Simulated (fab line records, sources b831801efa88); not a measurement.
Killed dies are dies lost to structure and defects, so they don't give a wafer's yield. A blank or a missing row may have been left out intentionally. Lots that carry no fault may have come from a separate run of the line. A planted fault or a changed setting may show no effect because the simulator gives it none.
Chamber matching | flow sky130 | 4 sister chambers for SKY_VIA3_CMP_02 on cmp-01
The step polishes SiO2. 27 wafers are shown with their chamber, then 12 later ones without.

## EACH WAFER AND ITS CHAMBER
wafer  | chamber | motor_current_A (A)
L074.3 | 2       | 11.2
L074.4 | 3       | 12.7
L074.6 | 1       | 13.5
L079.1 | 2       | 11.3
L079.2 | 1       | 13.1
L079.6 | 2       | 11.5
L080.3 | 2       | 11.6
L080.4 | 3       | 12.3
L080.6 | 2       | 11.4
L081.1 | 3       | 11.9
L081.3 | 1       | 12.9
L081.5 | 0       | 11.3
L082.1 | 3       | 12.4
L082.3 | 2       | 11.4
L082.5 | 2       | 11.4
L083.1 | 3       | 12.1
L083.3 | 1       | 13.8
L083.5 | 3       | 11.6
L085.2 | 3       | 12.0
L085.3 | 1       | 12.6
L085.5 | 3       | 12.2
L086.1 | 3       | 12.0
L086.5 | 0       | 12.0
L086.6 | 3       | 12.5
L090.1 | 3       | 12.6
L090.3 | 2       | 10.8
L090.6 | 0       | 11.3

SIGNATURES, as means of the wafers listed above
reading         | chamber 0 | chamber 1 | chamber 2 | chamber 3 | scatter within a chamber
motor_current_A | 11.533    | 13.180    | 11.325    | 12.209    | 0.345
Rule: for each reading, subtract the chamber's mean from the wafer's reading, divide by that reading's scatter and square the result; add these up over the readings and take the root, which gives the wafer's distance from the chamber. If the next closest chamber is less than 2 further off than the closest, the wafer can't be placed; otherwise it belongs to the closest. How the scatter is found: for the shown wafers, subtract from each reading the mean of its chamber, square and add these, divide the total by (wafers less chambers), then take the root.

## WAFERS WITHOUT THEIR CHAMBER
wafer  | motor_current_A (A)
L091.3 | 12.4
L091.4 | 11.7
L091.6 | 10.7
L092.1 | 10.8
L092.4 | 13.4
L092.5 | 11.4
L095.1 | 11.6
L095.4 | 11.2
L095.6 | 11.1
L097.3 | 11.4
L097.5 | 11.0
L097.6 | 12.5

## WHICH CHAMBER EACH WENT THROUGH
wafer  | from the rows above          | in truth
L091.3 | can't be placed: 3 or 1 or 0 | 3
L091.4 | can't be placed: 0 or 2 or 3 | 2
L091.6 | can't be placed: 2 or 0      | 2
L092.1 | can't be placed: 2 or 0      | 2
L092.4 | 1                            | 1
L092.5 | can't be placed: 2 or 0      | 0
L095.1 | can't be placed: 0 or 2 or 3 | 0
L095.4 | can't be placed: 2 or 0      | 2
L095.6 | can't be placed: 2 or 0      | 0
L097.3 | can't be placed: 2 or 0      | 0
L097.5 | can't be placed: 2 or 0      | 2
L097.6 | can't be placed: 3 or 1 or 0 | 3
Correct placement for 1 of the 12. Can't be placed from these rows: 11 (the true chamber is among the candidates in 11). Number placed wrongly: 0.
